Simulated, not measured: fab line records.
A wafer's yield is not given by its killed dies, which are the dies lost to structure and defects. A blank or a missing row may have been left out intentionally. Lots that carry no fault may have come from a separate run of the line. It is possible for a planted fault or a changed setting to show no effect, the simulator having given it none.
Which tool was responsible? ; flow gf180mcu ; 33 wafers from 11 lots sampled at 4 of the route's 602 steps

WHAT THE GAUGES READ, wafer by wafer
GF_V1_THK_MEAS_03.
lot;measured;on;V1_CVD_02_THK (nm)
L777;day 17 00:50;filmMetro-03;862 867 875
L778;day 17 11:45;filmMetro-03;848 875 869
L779;day 17 20:10;filmMetro-02;840 848 864
L780;day 18 05:23;filmMetro-01;848 834 862
L781;day 18 13:53;filmMetro-03;833 850 863
L784;day 19 19:58;filmMetro-02;845 865 860
L785;day 20 05:19;filmMetro-03;872 852 860
L787;day 20 22:02;filmMetro-03;839 858 865
L790;day 22 01:18;filmMetro-03;839 843 855
L793;day 23 00:57;filmMetro-03;843 871 914
L794;day 23 11:55;filmMetro-01;906 844 866

EACH LOT AND THE TOOL THAT RAN IT (in order: tool; ch and the chambers of the sampled wafers; start)
lot;GF_CONTACT_ETCH_16;GF_M1_STRIP_17;GF_V1_CVD_02
L777;rieDiel-02 ch 0,1,2, day 15 23:53;plasmaAsher-01 ch 0,1, day 17 00:04;pecvd-02 ch 0,1, day 17 00:46
L778;rieDiel-01 ch 0,1, day 16 10:18;plasmaAsher-03 ch 0,1, day 17 10:53;pecvd-03 ch 1,2, day 17 11:41
L779;rieDiel-01 ch 1,3, day 16 18:26;plasmaAsher-02 ch 0,1, day 17 19:25;pecvd-02 ch 0,2, day 17 20:06
L780;rieDiel-02 ch 1,2,3, day 17 03:47;plasmaAsher-02 ch 0,1, day 18 04:37;pecvd-03 ch 0,1,2, day 18 05:19
L781;rieDiel-01 ch 1,2, day 17 11:53;plasmaAsher-01 ch 0,1, day 18 13:07;pecvd-02 ch 0,2, day 18 13:49
L784;rieDiel-04 ch 0,2, day 18 17:23;plasmaAsher-01 ch 0,1, day 19 19:13;pecvd-01 ch 1,2, day 19 19:53
L785;rieDiel-01 ch 0,3, day 19 02:50;plasmaAsher-02 ch 0,1, day 20 04:32;pecvd-03 ch 0,1,2, day 20 05:15
L787;rieDiel-02 ch 2,3, day 19 19:17;plasmaAsher-01 ch 0,1, day 20 21:17;pecvd-01 ch 0,1,2, day 20 21:58
L790;rieDiel-04 ch 0,1,2, day 20 23:17;plasmaAsher-02 ch 0,1, day 22 00:33;pecvd-01 ch 0,1, day 22 01:14
L793;rieDiel-01 ch 0,1,3, day 21 23:50;plasmaAsher-03 ch 0,1, day 23 00:13;pecvd-01 ch 0,2, day 23 00:52
L794;rieDiel-02 ch 0,1,2, day 22 10:26;plasmaAsher-02 ch 0,1, day 23 11:09;pecvd-01 ch 0,2, day 23 11:51
- GF_CONTACT_ETCH_16: etches BARC in N2/H2.
- GF_M1_STRIP_17: strips in O2/N2.
- GF_V1_CVD_02: deposits SiO2 from TEOS, target thk 850 nm, time 94.851 s.

THE ANSWER, worked out from the rows above alone
Rule: what is usual is taken from the lots themselves. Put in order of their means at a reading, lots are off if they are a third of the lots or fewer, leave a main group of 4 or more, and stand apart from it by a gap of 3 or more times the standard deviation of the main group's means; of several such gaps the widest counts. A main group is skipped when, at the precision printed for the reading in the tables above, its means are all equal. A lot without any number at a reading at which 4 lots or more have one is off too. Where the step has rows for the other lots, those lots are counted as sound.
No lot is off at any reading shown: from this, nothing can be told.

WHAT WAS PUT IN BY THE SIMULATOR
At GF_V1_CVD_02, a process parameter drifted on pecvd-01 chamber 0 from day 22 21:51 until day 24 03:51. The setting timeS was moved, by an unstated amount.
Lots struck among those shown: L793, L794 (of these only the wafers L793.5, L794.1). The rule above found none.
